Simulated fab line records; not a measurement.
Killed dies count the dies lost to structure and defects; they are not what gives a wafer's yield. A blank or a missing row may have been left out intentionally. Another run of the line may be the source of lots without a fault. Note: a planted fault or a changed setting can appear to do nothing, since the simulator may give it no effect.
A lot that was struck, set against a sound lot / flow sky130 / 14 steps out of a route of 708
Sound: the wafers L682.2, L682.3, L682.4. The struck wafers were L692.1, L692.2, L692.4. The cause is given at the end.
Each step with rows lists, per side, the tool, then ch with its chambers, then its first start. Under that, the readings that differ: sound wafers / struck wafers / difference of the means / sigmas: that difference in standard deviations of wafers without a fault.
alike: a reading whose means differ by less than 2 such deviations, as well as words and numbers matching on both sides. not compared: withheld readings; readings where some wafer has no value; bounds like >300 that might hide an equal value; numbers whose values overlap and for which the record gives no deviation.
A row with sigmas, a row that says differs or no value, or rows on one side alone: a step with any of these is where the two part. When numbers do not overlap yet have no deviation, they are printed without sigmas and do not part them. A reading that every wafer of one side lacks parts them only if that side has two wafers or more.

SKY_SONOS_ONO_OVL_MEAS_14:
  struck on overlay-02, day 16 07:54; sound on overlay-02, day 12 22:02
  alike: SONOS_ONO_OVL
SKY_SONOS_ONO_ETCH_15: etches the open film in CHF3/O2, target depth 19.52 nm, time 7.8 s.
  sound on rie_diel-04 ch 2,3, day 12 22:04; struck on rie_diel-02 ch 0,2,3, day 16 07:56
  alike: drypump_motor_current_A, oes_product_au, throttle_valve_pct
  not compared: rf_hours_counter_h
then, 1 step without rows for these wafers: SKY_SONOS_ONO_WET_ETCH_16 (etches SiO2 in dHF, target depth 14 nm, time 280 s).
SKY_SONOS_ONO_STRIP_17: strips in O2/N2.
  sound on plasma_asher-03 ch 0,1, day 12 22:10; struck on plasma_asher-03 ch 0,1, day 16 08:02
  alike: drypump_motor_current_A, n2_flow_sccm, oes_product_au, strip_time_to_endpoint_s
  not compared: rf_hours_counter_h
then, 3 steps without rows for these wafers: SKY_SONOS_ONO_WET_ETCH_18 (etches Si3N4 in H3PO4, target depth 15 nm, time 172 s); SKY_GATE_OXIDE_CLEAN_00 (cleans in SC1/SC2, time 150 s); SKY_GATE_OXIDE_OXIDATION_01 (stabilise 600 s, purge 300 s, target thk 10.268 nm).
SKY_GATE_OXIDE_THK_MEAS_02:
  struck on film_metro-01, day 16 10:08; sound on film_metro-02, day 13 00:48
  alike: GATE_OXIDE_OXIDATION_00_THK
then, 4 steps without rows for these wafers: SKY_GATE_OXIDE_DEHYDRATE_03 (time 60 s); SKY_GATE_OXIDE_HMDS_04 (prime time 60 s); SKY_GATE_OXIDE_COAT_05 (resist thk 1140 nm); SKY_GATE_OXIDE_SOFTBAKE_06 (time 60 s).
SKY_GATE_OXIDE_EXPOSE_07: exposes mask LVOM, target cd 600 nm.
  struck on iline_stepper-01, day 17 00:38; sound on iline_stepper-01 ch 0, day 13 13:52
  no value came back on the struck wafers for exposure_dose_mJ_cm2, focus_offset_nm (nm), sigma_outer; on the sound wafers exposure_dose_mJ_cm2 reads 169.79 169.93 169.94
  alike: mask
after that, 1 step had no rows for these wafers: SKY_GATE_OXIDE_PEB_08.

WHERE THEY PART
Within this record, at SKY_GATE_OXIDE_EXPOSE_07 only.

WHY: whatever the simulator had introduced
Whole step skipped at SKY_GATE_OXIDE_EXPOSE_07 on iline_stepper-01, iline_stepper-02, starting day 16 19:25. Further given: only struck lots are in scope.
